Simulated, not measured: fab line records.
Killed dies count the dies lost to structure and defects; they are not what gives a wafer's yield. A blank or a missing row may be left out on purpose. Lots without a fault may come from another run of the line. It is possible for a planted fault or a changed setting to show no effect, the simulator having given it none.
What tool caused it? / flow sky130 / 6 lots with 18 wafers sampled at 2 steps, on a route of 708 steps

## WHAT THE GAUGES READ, wafer by wafer
SKY_VT_ADJUST_HVTP_CD_MEAS_07 targets a cd of 380 nm.
lot=L394; measured=day 6 11:44; on=cd sem-01; cd nm (nm)=377.7 377.1 376.1
lot=L396; measured=day 7 03:56; on=cd sem-01; cd nm (nm)=376.2 379.0 377.3
lot=L404; measured=day 9 07:44; on=cd sem-01; cd nm (nm)=371.1 371.2 371.7
lot=L406; measured=day 10 08:47; on=cd sem-01; cd nm (nm)=378.4 378.7 381.7
lot=L409; measured=day 11 04:37; on=cd sem-01; cd nm (nm)=382.5 378.9 379.6
lot=L414; measured=day 11 20:51; on=cd sem-02; cd nm (nm)=381.4 378.6 380.8

## EACH LOT AND THE TOOL THAT RAN IT (in order: tool; ch and the chambers of the sampled wafers; start)
lot=L394; SKY_VT_ADJUST_HVTP_DEVELOP_06=litho track-04 ch 0, day 6 11:35
lot=L396; SKY_VT_ADJUST_HVTP_DEVELOP_06=litho track-04 ch 0, day 7 03:47
lot=L404; SKY_VT_ADJUST_HVTP_DEVELOP_06=litho track-04 ch 0, day 9 07:35
lot=L406; SKY_VT_ADJUST_HVTP_DEVELOP_06=litho track-02 ch 0, day 10 08:38
lot=L409; SKY_VT_ADJUST_HVTP_DEVELOP_06=litho track-01 ch 0, day 11 04:29
lot=L414; SKY_VT_ADJUST_HVTP_DEVELOP_06=litho track-01 ch 0, day 11 20:42
- SKY_VT_ADJUST_HVTP_DEVELOP_06: develop time 60 s.

## THE ANSWER, worked out from the rows above alone
Rule: usual is defined by the lots themselves. The widest of any qualifying gaps counts: lots, ordered by their means at a reading, are off when they make up no more than a third of the lots, leave a main group of 4 or more, and stand apart from it by 3 or more times the standard deviation of that group's means. Not used: any main group whose means are identical at the precision the tables above print for the reading. A lot without any number at a reading at which 4 lots or more have one is off too. Where the step has rows for the other lots, those lots are counted as sound.
Off at SKY_VT_ADJUST_HVTP_CD_MEAS_07 (cd nm): L404. Main group: mean 378.9 nm, sd 1.4.
If a tool, at a process step before that reading, ran all the lots that are off and no sound lot after the first of them, it fits. Gauges at SKY_VT_ADJUST_HVTP_CD_MEAS_07: tried the same way as those tools. One fits: litho track-04 at SKY_VT_ADJUST_HVTP_DEVELOP_06. Its last sound lot is L396 (day 7 03:47), its first lot that is off L404 (day 9 07:35): a fault that began between those two fits.

## WHAT WAS PUT IN BY THE SIMULATOR
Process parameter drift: litho track-04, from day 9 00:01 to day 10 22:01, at SKY_VT_ADJUST_HVTP_DEVELOP_06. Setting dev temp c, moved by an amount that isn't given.
Struck lots among those shown: L404. The rule above found the same.
